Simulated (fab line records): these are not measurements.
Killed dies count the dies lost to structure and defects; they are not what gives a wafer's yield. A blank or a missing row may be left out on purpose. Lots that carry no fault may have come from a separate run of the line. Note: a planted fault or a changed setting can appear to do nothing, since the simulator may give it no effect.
fab line records ; flow sky130
[record] lots = 14; wafers = 42; last-day = 50
route steps=708 shown POLY_GATE@231 RES_XHIGH@338 SD_N@353 LI_CONTACT@377
lots with no fault: from the same line, run without faults
start-h: hours from the record's first day to the start of the lot's first wafer shown ; wait-h: time in hours since the lot's previous step ; " same as the row above ; L1.1+2: one row covering several wafers at once ; - no value, or no start given ; * or withheld: withheld ; < > ~ a bound
route shown NAME@n: a module of which the file shows steps, and the number in the route of the first ; usual: mean/standard deviation taken from wafers without a fault ; same: alike in all rows ; chamber/n: place in a boat ; sites: per-site readings ; _std_site: how widely they spread, as a standard deviation ; _edge_site: the outer-site mean with the inner-site mean subtracted ; radius-mm: how far each site lies from the wafer's centre ; mask NAME#n: copy n ; behind: the last tool/chamber to shape the wafer ; hold: the reason the lot was held/the length of the hold in hours/how it ended ; device: the transistor (n, p or np) that didn't switch ; end of line: tests run on the same wafers once the route is complete ; where a step has no rows: the recipe by itself ; killed: the dies lost at the first sort to structure and to defects; this is not the yield of the wafer ; map: a wafer's dies, x killed, . not, _ none there
set.NAME: the setting as run; set.NAME@STEP: as run at that earlier step ; model.NAME: the simulator's own value behind a step, which no gauge read
a sample of lots followed through the steps of the route, with each step as a table and each wafer as a row
services: the hour from which a tool's chamber was out of use, counted from the record's first day as start-h (under 0 if before that day), plus the number of hours and why
[[steps]]
[step SKY_POLY_GATE_ETCH_17]
[recipe] target-depth-nm = 180; stop-on = SiO2; over-etch-frac = 0.56667; chemistry = HBr/Cl2; target = poly-Si; icp-w = 400; bias-w = 100; pressure-mtorr = 10; HBr_flow_sccm = 150; Cl2_flow_sccm = 50; time-s = 70.5
[usual] drypump-motor-current-A = 5.6/0.55; oes-product-au = 0.989/0.0065; throttle-valve-pct = 33.685/0.0097
lot.wafer;tool;chamber;start-h;wait-h;drypump-motor-current-A;oes-product-au;rf-hours-counter-h;throttle-valve-pct
L466.3;rie-si-01;1;373.43;0.0;4.7;0.980;5;33.688
L466.4;rie-si-01;3;373.43;0.0;5.4;0.994;69;33.691
L466.6;rie-si-01;2;373.43;0.0;6.2;0.998;-;33.677
L467.2;rie-si-01;1;379.12;0.0;4.7;0.996;5;33.686
L467.3;rie-si-01;2;379.12;0.0;6.1;0.994;4;33.673
L467.5;rie-si-01;1;379.12;0.0;4.8;0.995;-;33.678
L468.2;rie-si-01;0;385.23;0.0;5.9;0.994;81;33.684
L468.4;rie-si-01;1;385.23;0.0;4.8;0.983;-;33.671
L468.6;rie-si-01;2;385.23;0.0;6.2;0.991;-;33.687
L469.2;rie-si-01;2;388.33;0.0;6.2;0.979;4;33.686
L469.4;rie-si-01;1;388.33;0.0;4.7;0.963;-;33.684
L469.5;rie-si-01;2;388.33;0.0;6.2;0.973;-;33.691
L474.2;rie-si-02;1;442.08;0.0;5.9;1.001;1;33.685
L474.3;rie-si-02;2;442.08;0.0;5.9;0.991;1;33.683
L474.5;rie-si-02;3;442.08;0.0;5.7;0.997;-;33.687
L475.1;rie-si-01;2;444.12;0.1;6.2;0.984;5;33.699
L475.3;rie-si-01;0;444.12;0.1;5.9;0.976;0;33.703
L475.5;rie-si-01;1;444.12;0.1;4.8;0.978;-;33.686
L476.1;rie-si-01;0;448.92;0.1;6.0;0.989;0;33.699
L476.4;rie-si-01;0;448.92;0.1;6.0;0.990;-;33.673
L476.6;rie-si-01;2;448.92;0.1;6.2;0.991;-;33.664
L480.1;rie-si-01;3;492.53;0.0;5.4;0.988;0;33.691
L480.4;rie-si-01;1;492.53;0.0;4.7;0.990;6;33.691
L480.6;rie-si-01;1;492.53;0.0;4.7;0.986;-;33.701
L481.1;rie-si-02;3;495.88;0.0;5.7;0.997;4;33.694
L481.2;rie-si-02;2;495.88;0.0;5.9;0.987;1;33.690
L481.4;rie-si-02;1;495.88;0.0;5.9;0.989;1;33.678
L485.1;rie-si-02;0;531.83;0.0;4.7;0.987;6;33.668
L485.2;rie-si-02;2;531.83;0.0;5.9;0.987;1;33.698
L485.3;rie-si-02;1;531.83;0.0;5.9;0.988;2;33.661
L486.2;rie-si-01;1;539.58;0.0;4.7;0.992;6;33.700
L486.3;rie-si-01;0;539.58;0.0;5.9;0.991;1;33.687
L486.4;rie-si-01;2;539.58;0.0;6.2;0.979;5;33.679
L487.1;rie-si-02;0;548.63;0.0;4.7;0.993;6;33.681
L487.3;rie-si-02;2;548.63;0.0;5.9;0.998;1;33.685
L487.4;rie-si-02;1;548.63;0.0;5.9;0.994;2;33.699
L488.2;rie-si-01;2;558.12;0.0;6.2;0.993;5;33.699
L488.3;rie-si-01;1;558.12;0.0;4.7;0.995;6;33.668
L488.5;rie-si-01;3;558.12;0.0;5.5;0.986;-;33.681
L489.1;rie-si-02;3;565.18;0.0;5.7;0.986;4;33.692
L489.5;rie-si-02;1;565.18;0.0;5.9;0.989;-;33.667
L489.6;rie-si-02;2;565.18;0.0;5.9;0.977;-;33.681
[step SKY_RES_XHIGH_DEVELOP_06]
[recipe] resist = NOVOLAK; developer = TMAH; develop-time-s = 60; dev-temp-c = 23
[usual] chill-plate-temp-C = 22.99/0.12; develop-time-s = 60/0
lot.wafer;tool;chamber;start-h;wait-h;chill-plate-temp-C;develop-time-s
L466.3;litho-track-01;0;623.03;0.1;22.80;60
L466.4;litho-track-01;0;623.03;0.1;22.74;60
L466.6;litho-track-01;0;623.03;0.1;22.81;60
L467.2;litho-track-02;0;628.52;0.1;23.02;60
L467.3;litho-track-02;0;628.52;0.1;22.91;60
L467.5;litho-track-02;0;628.52;0.1;23.02;60
L468.2;litho-track-03;0;634.41;0.1;22.87;60
L468.4;litho-track-03;0;634.41;0.1;22.97;60
L468.6;litho-track-03;0;634.41;0.1;23.00;60
L469.2;litho-track-02;0;640.37;0.1;22.93;60
L469.4;litho-track-02;0;640.37;0.1;23.02;60
L469.5;litho-track-02;0;640.37;0.1;23.02;60
L474.2;litho-track-01;0;689.65;0.1;22.99;60
L474.3;litho-track-01;0;689.65;0.1;23.05;60
L474.5;litho-track-01;0;689.65;0.1;23.04;60
L475.1;litho-track-02;0;690.25;0.1;23.09;60
L475.3;litho-track-02;0;690.25;0.1;23.07;60
L475.5;litho-track-02;0;690.25;0.1;23.15;60
L476.1;litho-track-03;0;693.74;0.1;22.91;60
L476.4;litho-track-03;0;693.74;0.1;23.00;60
L476.6;litho-track-03;0;693.74;0.1;23.06;60
L480.1;litho-track-01;-;731.78;0.1;-;-
L480.4;litho-track-01;-;731.78;0.1;-;-
L480.6;litho-track-01;-;731.78;0.1;-;-
L481.1;litho-track-01;-;737.43;0.1;-;-
L481.2;litho-track-01;-;737.43;0.1;-;-
L481.4;litho-track-01;-;737.43;0.1;-;-
L485.1;litho-track-02;0;765.85;0.1;23.03;60
L485.2;litho-track-02;0;765.85;0.1;23.00;60
L485.3;litho-track-02;0;765.85;0.1;23.03;60
L486.2;litho-track-01;0;774.00;0.1;22.99;60
L486.3;litho-track-01;0;774.00;0.1;22.86;60
L486.4;litho-track-01;0;774.00;0.1;22.81;60
L487.1;litho-track-03;0;784.04;0.1;23.05;60
L487.3;litho-track-03;0;784.04;0.1;23.09;60
L487.4;litho-track-03;0;784.04;0.1;23.02;60
L488.2;litho-track-03;0;789.76;0.1;22.92;60
L488.3;litho-track-03;0;789.76;0.1;23.05;60
L488.5;litho-track-03;0;789.76;0.1;22.81;60
L489.1;litho-track-03;0;795.04;0.1;23.00;60
L489.5;litho-track-03;0;795.04;0.1;22.95;60
L489.6;litho-track-03;0;795.04;0.1;22.91;60
[step SKY_RES_XHIGH_TW_MEAS_09]
[usual] RES_XHIGH_TW = 1644/9
lot.wafer;tool;chamber;start-h;wait-h;hold;RES_XHIGH_TW
L466.3;film-metro-02;-;623.40;0.1;-;1649
L466.4;film-metro-02;-;623.40;0.1;-;1646
L466.6;film-metro-02;-;623.40;0.1;-;1646
L467.2;film-metro-02;-;628.91;0.1;-;1649
L467.3;film-metro-02;-;628.91;0.1;-;1647
L467.5;film-metro-02;-;628.91;0.1;-;1649
L468.2;film-metro-01;-;634.80;0.1;-;1642
L468.4;film-metro-01;-;634.80;0.1;-;1650
L468.6;film-metro-01;-;634.80;0.1;-;1642
L469.2;film-metro-04;-;640.76;0.1;-;1644
L469.4;film-metro-04;-;640.76;0.1;-;1650
L469.5;film-metro-04;-;640.76;0.1;-;1652
L474.2;film-metro-02;-;690.04;0.1;-;1625
L474.3;film-metro-02;-;690.04;0.1;-;1625
L474.5;film-metro-02;-;690.04;0.1;-;1628
L475.1;film-metro-02;-;690.65;0.1;-;1639
L475.3;film-metro-02;-;690.65;0.1;-;1636
L475.5;film-metro-02;-;690.65;0.1;-;1639
L476.1;film-metro-02;-;694.14;0.1;-;1631
L476.4;film-metro-02;-;694.14;0.1;-;1642
L476.6;film-metro-02;-;694.14;0.1;-;1633
L480.1;film-metro-02;-;732.18;0.1;await-dispo/0.2h/release;30
L480.4;film-metro-02;-;732.18;0.1;await-dispo/0.2h/release;30
L480.6;film-metro-02;-;732.18;0.1;await-dispo/0.2h/release;30
L480.1;film-metro-02;-;732.41;0.2;-;30
L480.4;film-metro-02;-;732.41;0.2;-;30
L480.6;film-metro-02;-;732.41;0.2;-;30
L481.1;film-metro-02;-;737.83;0.1;await-dispo/0.2h/release;30
L481.2;film-metro-02;-;737.83;0.1;await-dispo/0.2h/release;30
L481.4;film-metro-02;-;737.83;0.1;await-dispo/0.2h/release;30
L481.1;film-metro-02;-;738.06;0.2;-;30
L481.2;film-metro-02;-;738.06;0.2;-;30
L481.4;film-metro-02;-;738.06;0.2;-;30
L485.1;film-metro-01;-;766.25;0.1;-;1645
L485.2;film-metro-01;-;766.25;0.1;-;1647
L485.3;film-metro-01;-;766.25;0.1;-;1649
L486.2;film-metro-04;-;774.39;0.1;-;1662
L486.3;film-metro-04;-;774.39;0.1;-;1652
L486.4;film-metro-04;-;774.39;0.1;-;1658
L487.1;film-metro-02;-;784.44;0.1;-;1639
L487.3;film-metro-02;-;784.44;0.1;-;1646
L487.4;film-metro-02;-;784.44;0.1;-;1645
L488.2;film-metro-01;-;790.15;0.1;-;1648
L488.3;film-metro-01;-;790.15;0.1;-;1662
L488.5;film-metro-01;-;790.15;0.1;-;1638
L489.1;film-metro-02;-;795.44;0.1;-;1641
L489.5;film-metro-02;-;795.44;0.1;-;1640
L489.6;film-metro-02;-;795.44;0.1;-;1638
[step SKY_SD_N_STRIP_11]
[recipe] chemistry = O2/N2; power-w = 1400; pressure-mtorr = 1500; platen-temp-c = withheld; o2-flow-sccm = 3000; n2-flow-sccm = 300; overash-fraction = 0.5
[usual] drypump-motor-current-A = 5.9/0.31; oes-product-au = 0.527/0.0045; strip-time-to-endpoint-s = 22.53/0.047
[same] overash-fraction = 0.5
lot.wafer;tool;chamber;start-h;wait-h;drypump-motor-current-A;oes-product-au;rf-hours-counter-h;strip-time-to-endpoint-s
L466.3;plasma-asher-01;1;652.13;0.1;5.9;0.526;-;22.56
L466.4;plasma-asher-01;0;652.13;0.1;6.1;0.529;-;22.57
L466.6;plasma-asher-01;1;652.13;0.1;5.9;0.524;-;22.54
L467.2;plasma-asher-01;0;658.04;0.1;6.1;0.527;24;22.56
L467.3;plasma-asher-01;1;658.04;0.1;5.9;0.525;-;22.50
L467.5;plasma-asher-01;1;658.04;0.1;5.9;0.524;-;22.53
L468.2;plasma-asher-01;0;663.25;0.1;6.1;0.528;24;22.48
L468.4;plasma-asher-01;0;663.25;0.1;6.1;0.534;-;22.46
L468.6;plasma-asher-01;1;663.25;0.1;5.9;0.529;-;22.47
L469.2;plasma-asher-02;0;669.00;0.1;5.6;0.531;99;22.56
L469.4;plasma-asher-02;0;669.00;0.1;5.6;0.525;-;22.55
L469.5;plasma-asher-02;0;669.00;0.1;5.6;0.524;-;22.52
L474.2;plasma-asher-03;0;718.40;0.1;5.3;0.531;86;22.55
L474.3;plasma-asher-03;1;718.40;0.1;5.2;0.532;-;22.61
L474.5;plasma-asher-03;1;718.40;0.1;5.2;0.529;-;22.60
L475.1;plasma-asher-01;1;719.30;0.1;5.9;0.530;30;22.41
L475.3;plasma-asher-01;1;719.30;0.1;5.9;0.522;-;22.40
L475.5;plasma-asher-01;0;719.30;0.1;6.1;0.531;-;22.47
L476.1;plasma-asher-02;1;722.85;0.1;6.4;0.525;104;22.47
L476.4;plasma-asher-02;1;722.85;0.1;6.4;0.520;-;22.54
L476.6;plasma-asher-02;1;722.85;0.1;6.4;0.530;-;22.47
L485.1;plasma-asher-01;1;792.70;0.1;5.9;0.532;37;22.57
L485.2;plasma-asher-01;0;792.70;0.1;6.1;0.525;37;22.56
L485.3;plasma-asher-01;0;792.70;0.1;6.1;0.526;-;22.54
L486.2;plasma-asher-01;0;801.24;0.1;6.1;0.528;38;22.50
L486.3;plasma-asher-01;1;801.24;0.1;5.9;0.529;-;22.51
L486.4;plasma-asher-01;0;801.24;0.1;6.1;0.525;-;22.55
L487.1;plasma-asher-02;0;811.14;0.1;5.6;0.526;7;22.50
L487.3;plasma-asher-02;0;811.14;0.1;5.6;0.525;-;22.56
L487.4;plasma-asher-02;1;811.14;0.1;6.4;0.524;-;22.46
L488.2;plasma-asher-01;0;817.02;0.1;6.1;0.529;40;22.61
L488.3;plasma-asher-01;0;817.02;0.1;6.1;0.527;-;22.63
L488.5;plasma-asher-01;1;817.02;0.1;5.9;0.534;-;22.57
L489.1;plasma-asher-02;0;822.45;0.1;5.6;0.528;8;22.56
L489.5;plasma-asher-02;0;822.45;0.1;5.6;0.521;-;22.49
L489.6;plasma-asher-02;1;822.45;0.1;6.4;0.532;-;22.55
[step SKY_LI_CONTACT_ETCH_15]
[recipe] target = PSG; chemistry = C4F8/O2/Ar; stop-on = Si; taper-deg = 4.15; mask-material = KrF-thick; source-w = 1500; bias-w = 1200; pressure-mtorr = 40; c4f8-flow-sccm = withheld; O2_flow_sccm = 6; Ar_flow_sccm = 300; time-s = withheld; target-depth-a = 6000
[usual] oes-product-au = 0.837/0.0043
lot.wafer;tool;chamber;start-h;wait-h;oes-product-au
L466.3;rie-diel-01;1;681.94;0.0;0.835
L466.4;rie-diel-01;2;681.94;0.0;0.832
L466.6;rie-diel-01;0;681.94;0.0;0.835
L467.2;rie-diel-02;3;687.18;0.0;0.840
L467.3;rie-diel-02;2;687.18;0.0;0.835
L467.5;rie-diel-02;3;687.18;0.0;0.838
L468.2;rie-diel-04;2;692.79;0.0;0.842
L468.4;rie-diel-04;0;692.79;0.0;0.842
L468.6;rie-diel-04;1;692.79;0.0;0.830
L469.2;rie-diel-01;0;698.84;0.0;0.831
L469.4;rie-diel-01;2;698.84;0.0;0.831
L469.5;rie-diel-01;0;698.84;0.0;0.841
L474.2;rie-diel-02;1;747.48;0.0;0.836
L474.3;rie-diel-02;2;747.48;0.0;0.839
L474.5;rie-diel-02;3;747.48;0.0;0.834
L475.1;rie-diel-04;3;748.48;0.0;0.836
L475.3;rie-diel-04;0;748.48;0.0;0.836
L475.5;rie-diel-04;1;748.48;0.0;0.846
L476.1;rie-diel-02;0;752.54;0.0;0.837
L476.4;rie-diel-02;3;752.54;0.0;0.837
L476.6;rie-diel-02;0;752.54;0.0;0.841
L485.1;rie-diel-02;0;820.39;0.0;0.842
L485.2;rie-diel-02;3;820.39;0.0;0.845
L485.3;rie-diel-02;2;820.39;0.0;0.839
L486.2;rie-diel-02;0;829.38;0.0;0.838
L486.3;rie-diel-02;3;829.38;0.0;0.833
L486.4;rie-diel-02;2;829.38;0.0;0.844
L487.1;rie-diel-04;1;838.35;0.0;0.837
L487.3;rie-diel-04;0;838.35;0.0;0.840
L487.4;rie-diel-04;3;838.35;0.0;0.839
L488.2;rie-diel-01;3;844.58;0.0;0.837
L488.3;rie-diel-01;1;844.58;0.0;0.837
L488.5;rie-diel-01;0;844.58;0.0;0.833
L489.1;rie-diel-04;0;850.15;0.0;0.837
L489.5;rie-diel-04;1;850.15;0.0;0.834
L489.6;rie-diel-04;0;850.15;0.0;0.846
[[services]]
tool;chamber;start-h;hours;kind
rie-diel-02;2;350.93;2.0;repair
rie-si-02;2;375.87;20.5;repair
rie-si-01;3;383.36;4.7;repair
rie-si-01;-;387.25;0.5;repair
plasma-asher-01;-;387.90;1.8;repair
rie-si-02;3;400.78;8.8;repair
rie-diel-02;0;404.60;12.5;repair
rie-diel-02;3;405.23;4.7;repair
plasma-asher-01;-;421.25;9.0;pm
rie-si-01;0;433.29;3.4;repair
rie-diel-02;2;433.69;13.8;repair
rie-diel-02;0;434.67;14.4;repair
rie-si-01;1;540.55;6.8;repair
rie-si-01;2;569.94;44.8;repair
rie-si-01;-;603.45;10.0;pm
plasma-asher-01;-;648.10;1.1;repair
rie-si-01;-;659.77;15.6;pm
rie-si-01;-;687.66;0.4;repair
rie-si-01;3;707.06;3.8;repair
rie-si-01;-;745.29;2.8;pm
plasma-asher-01;-;780.62;1.8;repair
rie-si-01;2;824.14;14.8;repair
plasma-asher-01;-;827.25;6.1;repair
rie-si-01;-;840.81;0.3;repair
[[key]]
[first-sign] step = SKY_RES_XHIGH_DEVELOP_06; reading = tool-record; direction = missing
[effect] step = SKY_RES_XHIGH_TW_MEAS_09; reading = visit; direction = added
[effect] step = SKY_RES_XHIGH_TW_MEAS_09; reading = RES_XHIGH_TW; direction = down; sigmas = 99+; usual = 1644; struck = 30
met-at SKY_RES_XHIGH_DEVELOP_06
struck-lots L480,L481
scrapped-behind SKY_RES_XHIGH_TW_MEAS_09 L480.1,L480.4,L480.6,L481.1,L481.2,L481.4
not-acting-at SKY_POLY_GATE_ETCH_17,SKY_SD_N_STRIP_11,SKY_LI_CONTACT_ETCH_15
onset-between 689.65 731.78
[fault] kind = skipped-step-whole; tool = litho-track-01; chamber = -; onset-h = 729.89; steps = SKY_RES_XHIGH_DEVELOP_06; scope = struck-lots-only
